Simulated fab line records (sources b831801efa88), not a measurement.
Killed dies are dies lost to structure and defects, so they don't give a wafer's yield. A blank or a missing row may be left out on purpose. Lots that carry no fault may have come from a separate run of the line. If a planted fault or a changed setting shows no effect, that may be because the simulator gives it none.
A struck lot beside a sound one :: flow gf180mcu :: 15 out of 602 route steps
Sound: these wafers, L454.1, L454.5, L454.6. The struck wafers were L456.1, L456.4, L456.5. The cause comes at the end.
For every step that has rows: the tool of each side, followed by ch and its chambers, followed by its first start. Under that, the readings that differ: sound wafers :: struck wafers :: difference of the means :: sigmas: that difference in standard deviations of wafers without a fault.
alike: a reading whose means differ by less than 2 such deviations, as well as words and numbers matching on both sides. not compared: withheld readings; readings where some wafer has no value; bounds like >300 that might hide an equal value; numbers whose values overlap and for which the record gives no deviation.
A row with sigmas, a row that says differs or no value, or rows on one side alone: a step with any of these is where the two part. Numbers that have no deviation but don't overlap get no sigmas and don't part them. A reading missing from all wafers of one side parts the sides only when that side holds two or more wafers.

GF_V5_OVL_MEAS_15:
  struck on overlay-01, day 30 17:10; sound on overlay-01, day 29 23:15
  alike: V5_OVL
GF_V5_ETCH_16: etches BARC in N2/H2.
  sound on rie-diel-01 ch 0,1,3, day 29 23:17; struck on rie-diel-04 ch 1,2, day 30 17:11
  alike: bias-w, drypump-motor-current-A, n2-flow-sccm, oes-product-au, throttle-valve-pct
then, 1 step without rows for these wafers: GF_V5_ETCH_17 (etches SiO2 in C4F8/O2/Ar, stops on TiN, target depth 855 nm).
GF_V5_STRIP_18: strips in O2/N2.
  sound on plasma-asher-01 ch 0,1, day 29 23:26; struck on plasma-asher-04 ch 0,1, day 30 17:20
reading: drypump-motor-current-A (A)
sound: 5.3 5.3 6.0
struck: 6.6 6.6 6.7
difference: +1.1
sigmas: +3
  alike: heater-power-w, n2-flow-sccm, oes-product-au
  not compared: rf-hours-counter-h
then, 2 steps without rows for these wafers: GF_V5_STRIP_19 (strips in post etch residue remover, time 1200 s); GF_V5_CLEAN_20 (cleans in DIW).
GF_V5_SPUTTER_21: material Ti, target thk 15 nm, time 80.02 s.
  struck on pvd-sputter-02, day 30 17:55; sound on pvd-sputter-03, day 29 23:58
  alike: chamber-pressure-pa, throttle-valve-pct
then, 2 steps without rows for these wafers: GF_V5_SPUTTER_22 (material TiN, target thk 10 nm, time 40 s); GF_V5_CVD_23 (deposits W, target thk 350 nm, time 104.9 s).
GF_V5_RS_MEAS_24: measurement is done with a four-point probe.
  struck on film-metro-03, day 30 18:08; sound on film-metro-02, day 30 00:17
reading: V5_W_RS (ohm/sq)
sound: 0.3194 0.3203 0.3235
struck: 0.3290 0.3283 0.3312
difference: +0.0084
sigmas: +3
GF_V5_THK_MEAS_25: measures by xrf.
  struck on film-metro-03, day 30 18:15; sound on film-metro-02, day 30 00:25
  alike: V5_W_THK
GF_V5_CMP_26: polishes, stops on SiO2, t overpolish 15.74 s, target thk 0 nm.
  sound on cmp-01 ch 0,3, day 30 00:28; struck on cmp-01 ch 2,3, day 30 18:19
  alike: motor-current-A, overpolish-run-s, time-to-endpoint-s
GF_TOP_METAL_SPUTTER_00: material Ti, target thk 37.5 nm, time 150 s.
  struck on pvd-sputter-02, day 30 18:37; sound on pvd-sputter-02, day 30 00:46
reading: chamber-pressure-pa (Pa)
sound: 2.001 1.999 1.999
struck: 1.619 1.622 1.619
difference: -0.380
sigmas: -97

reading: throttle-valve-pct (%)
sound: 30.9 29.5 30.9
struck: 34.4 32.3 31.4
difference: +2.3
sigmas: +2

reading: model.Ti_of_TOP_METAL_SPUTTER_00.thk-nm (nm)
sound: 37.56 37.61 37.47
struck: 41.95 41.86 42.11
difference: +4.43
sigmas: 
GF_TOP_METAL_SPUTTER_01: material TiN, target thk 30 nm, time 25 s.
  struck on pvd-sputter-02, day 30 18:43; sound on pvd-sputter-02, day 30 00:52
  alike: chamber-pressure-pa, throttle-valve-pct
next, for these wafers, 1 step has no rows: GF_PASSIVATION_PROBE_99.

WHERE THEY PART
First at GF_V5_STRIP_18; last, within this record, at GF_TOP_METAL_SPUTTER_00. Later steps at which nothing parts them and some readings are alike: GF_TOP_METAL_SPUTTER_01.

WHY: whatever the simulator had introduced
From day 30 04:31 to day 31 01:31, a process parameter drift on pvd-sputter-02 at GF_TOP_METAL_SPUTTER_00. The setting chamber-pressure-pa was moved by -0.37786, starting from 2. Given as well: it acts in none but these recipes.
